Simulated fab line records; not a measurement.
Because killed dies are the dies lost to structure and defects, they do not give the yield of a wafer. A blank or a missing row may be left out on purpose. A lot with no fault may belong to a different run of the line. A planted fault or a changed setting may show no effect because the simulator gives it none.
The tool behind it: which one?	flow sky130	Sampling: 6 lots, 18 wafers, 2 of 708 route steps

WHAT THE GAUGES READ, wafer by wafer
SKY_NWELL_OVL_MEAS_10.
lot	measured	on	NWELL_00_OVL (nm)
L327	day 5 03:55	overlay-01	0.8 -3.8 0.6
L332	day 6 08:55	overlay-02	-2.1 -0.3 -1.0
L339	day 8 04:04	overlay-01	-1.8 -2.1 -0.8
L343	day 9 00:58	overlay-02	-0.2 -0.1 1.8
L345	day 9 09:49	overlay-02	-2.2 0.9 0.2
L347	day 10 01:32	overlay-02	-2.0 -1.1 -1.1

WHICH TOOL RAN EACH LOT (tool, then ch and the chambers of the sampled wafers, then the start)
lot	SKY_FIELD_ISO_ETCH_17
L327	rieSi-02 ch 0,2,3, day 2 18:22
L332	rieSi-02 ch 2,3, day 3 17:44
L339	rieSi-02 ch 0,2,3, day 5 06:38
L343	rieSi-01 ch 0,1,3, day 6 03:59
L345	rieSi-01 ch 0,1,3, day 6 13:14
L347	rieSi-01 ch 1,2, day 7 01:46
- SKY_FIELD_ISO_ETCH_17: etches Si in HBr/Cl2/O2, target depth 342 nm, time 97.7 s.

THE ANSWER, worked out from the rows above alone
Rule: usual is defined by the lots themselves. Put in order of their means at a reading, lots are off if they are a third of the lots or fewer, leave a main group of 4 or more, and stand apart from it by a gap of 3 or more times the standard deviation of the main group's means; of several such gaps the widest counts. A main group whose means are all the same, to the digits that the tables above print for the reading, isn't used. A lot without any number at a reading at which 4 lots or more have one is off too. All remaining lots with rows at the step are treated as sound.
No lot is off at any reading shown: from this, nothing can be told.

WHAT THE SIMULATOR HAD INSERTED
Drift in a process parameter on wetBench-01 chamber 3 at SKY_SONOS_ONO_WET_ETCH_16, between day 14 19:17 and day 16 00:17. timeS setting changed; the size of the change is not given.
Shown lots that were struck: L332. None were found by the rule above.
